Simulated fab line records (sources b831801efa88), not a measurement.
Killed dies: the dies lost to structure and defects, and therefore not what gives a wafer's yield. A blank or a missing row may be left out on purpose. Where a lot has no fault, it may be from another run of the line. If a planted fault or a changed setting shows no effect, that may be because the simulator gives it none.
What tool caused it? | flow gf180mcu | 15 lots, 45 wafers sampled, at 3 steps of a route of 602

## WHAT THE GAUGES READ, wafer by wafer
The record lacks any reading of a measuring or inspecting step that a usual standard deviation could be used to judge.

## WHICH TOOL RAN EACH LOT (tool, then ch and the chambers of the sampled wafers, then the start)
lot  | GF_V2_ETCH_17                                 | GF_V2_SPUTTER_22             | GF_M3_SPUTTER_00
L935 | rie_diel-02 ch 1,3, day 21 02:37 or earlier   | pvd_sputter-01, day 21 02:37 | pvd_sputter-04, day 21 03:18
L937 | rie_diel-02 ch 2,3, day 21 22:33 or earlier   | pvd_sputter-02, day 21 22:33 | pvd_sputter-01, day 21 23:11
L939 | rie_diel-04 ch 0,2,3, day 22 22:26 or earlier | pvd_sputter-03, day 22 22:26 | pvd_sputter-01, day 22 23:04
L940 | rie_diel-02 ch 0,2,3, day 23 00:01 or earlier | pvd_sputter-02, day 23 00:01 | pvd_sputter-04, day 23 00:38
L941 | rie_diel-04 ch 0,2, day 23 16:26 or earlier   | pvd_sputter-02, day 23 16:26 | pvd_sputter-04, day 23 17:04
L943 | rie_diel-03 ch 0,1,3, day 24 08:44 or earlier | pvd_sputter-01, day 24 08:44 | pvd_sputter-02, day 24 09:22
L944 | rie_diel-03 ch 0,1,2, day 24 14:43 or earlier | pvd_sputter-01, day 24 14:43 | pvd_sputter-01, day 24 15:56
L945 | rie_diel-03 ch 0,1,3, day 24 17:48 or earlier | pvd_sputter-02, day 24 17:48 | pvd_sputter-01, day 24 18:26
L946 | rie_diel-03 ch 0,1,2, day 25 10:24 or earlier | pvd_sputter-02, day 25 10:24 | pvd_sputter-04, day 25 11:02
L947 | rie_diel-02 ch 0,1,3, day 25 14:32 or earlier | pvd_sputter-02, day 25 14:32 | pvd_sputter-01, day 25 15:10
L948 | rie_diel-04 ch 0,1,3, day 25 20:23 or earlier | pvd_sputter-02, day 25 20:23 | -
L949 | rie_diel-04 ch 0,2, day 26 08:37 or earlier   | pvd_sputter-02, day 26 08:37 | -
L950 | rie_diel-02 ch 0,2,3, day 26 12:37 or earlier | pvd_sputter-02, day 26 12:37 | -
L955 | rie_diel-02 ch 2,3, day 27 21:37 or earlier   | pvd_sputter-02, day 27 21:37 | pvd_sputter-01, day 27 22:15
L956 | rie_diel-04 ch 0,3, day 28 09:18 or earlier   | pvd_sputter-02, day 28 09:18 | pvd_sputter-02, day 28 09:56
- GF_V2_ETCH_17: etches SiO2 in C4F8/O2/Ar, stops on TiN, target depth 630 nm.
- GF_V2_SPUTTER_22: material TiN, target thk 10 nm, time 40 s.
- GF_M3_SPUTTER_00: material Ti, target thk 37.5 nm, time 150 s.

## AS READ BY THE TOOLS THEMSELVES (means over the sampled wafers that have a number; for cases with no such wafer, the mark the record gives instead)
GF_V2_ETCH_17.
lot  | tool        | oes_product_au (a.u.)
L935 | rie_diel-02 | 0.858
L937 | rie_diel-02 | 0.855
L939 | rie_diel-04 | 0.852
L940 | rie_diel-02 | 0.858
L941 | rie_diel-04 | 0.862
L943 | rie_diel-03 | 0.852
L944 | rie_diel-03 | 0.857
L945 | rie_diel-03 | 0.858
L946 | rie_diel-03 | 0.855
L947 | rie_diel-02 | 0.860
L948 | rie_diel-04 | 0.856
L949 | rie_diel-04 | 0.859
L950 | rie_diel-02 | 0.855
L955 | rie_diel-02 | 0.861
L956 | rie_diel-04 | 0.857

GF_V2_SPUTTER_22.
lot  | tool           | cathode_dc_power_W (W) | chamber_pressure_pa (Pa) | throttle_valve_pct (%)
L935 | pvd_sputter-01 | 3999.9                 | 5.004                    | 30.7
L937 | pvd_sputter-02 | 4000.1                 | 4.994                    | 29.6
L939 | pvd_sputter-03 | 4000.3                 | 5.005                    | 29.7
L940 | pvd_sputter-02 | 3999.5                 | 4.999                    | 29.6
L941 | pvd_sputter-02 | 3999.8                 | 4.990                    | 28.6
L943 | pvd_sputter-01 | 3999.8                 | 4.997                    | 30.6
L944 | pvd_sputter-01 | 3999.7                 | 5.007                    | 30.5
L945 | pvd_sputter-02 | 4000.3                 | 4.999                    | 30.5
L946 | pvd_sputter-02 | 4000.3                 | 4.998                    | 29.6
L947 | pvd_sputter-02 | 4000.2                 | 5.002                    | 28.5
L948 | pvd_sputter-02 | -                      | -                        | -
L949 | pvd_sputter-02 | -                      | -                        | -
L950 | pvd_sputter-02 | -                      | -                        | -
L955 | pvd_sputter-02 | 3999.9                 | 5.011                    | 30.4
L956 | pvd_sputter-02 | 3999.5                 | 4.990                    | 28.6

GF_M3_SPUTTER_00.
lot  | tool           | cathode_dc_power_W (W) | chamber_pressure_pa (Pa) | substrate_temp_c (C) | throttle_valve_pct (%)
L935 | pvd_sputter-04 | 4000.3                 | 2.000                    | 199.97               | 29.0
L937 | pvd_sputter-01 | 3999.7                 | 1.996                    | 200.04               | 30.3
L939 | pvd_sputter-01 | 3999.9                 | 1.998                    | 200.01               | 30.6
L940 | pvd_sputter-04 | 4000.3                 | 2.004                    | 200.16               | 30.2
L941 | pvd_sputter-04 | 4000.0                 | 1.998                    | 200.01               | 30.1
L943 | pvd_sputter-02 | 3999.7                 | 1.998                    | 199.95               | 29.6
L944 | pvd_sputter-01 | 4000.0                 | 2.000                    | 200.04               | 30.2
L945 | pvd_sputter-01 | 3999.5                 | 1.999                    | 200.02               | 30.5
L946 | pvd_sputter-04 | 3999.6                 | 2.003                    | 200.18               | 29.1
L947 | pvd_sputter-01 | 3999.7                 | 2.003                    | 199.89               | 30.2
L955 | pvd_sputter-01 | 4000.2                 | 1.999                    | 200.07               | 30.3
L956 | pvd_sputter-02 | 4000.3                 | 2.002                    | 199.98               | 29.7

## THE ANSWER, worked out from the rows above alone
Rule: the usual values come from the lots themselves. The widest of any qualifying gaps counts: lots, ordered by their means at a reading, are off when they make up no more than a third of the lots, leave a main group of 4 or more, and stand apart from it by 3 or more times the standard deviation of that group's means. A main group whose means are all the same, to the digits that the tables above print for the reading, isn't used. A lot without any number at a reading at which 4 lots or more have one is off too. The other lots that the step has rows for count as sound. The gauges are gone through in route order, then the tools' own readings, and for those a lot's mean is taken as printed above. At the first step where some lot is off, the reading lying furthest off is the one used; lots without a number count as furthest.
Off: L948, L949, L950 (GF_V2_SPUTTER_22, cathode_dc_power_W). Without a number there: L948, L949, L950. Mean 3999.9 W and standard deviation 0.28 in the main group.
A tool fits if, at that step or a process step before it, it ran every lot that is off, and no sound lot after the first of them. GF_V2_ETCH_17: start missing for some lots; hours and lot order therefore follow GF_V2_SPUTTER_22. Of those tried, none fits.

## WHAT WAS PUT IN BY THE SIMULATOR
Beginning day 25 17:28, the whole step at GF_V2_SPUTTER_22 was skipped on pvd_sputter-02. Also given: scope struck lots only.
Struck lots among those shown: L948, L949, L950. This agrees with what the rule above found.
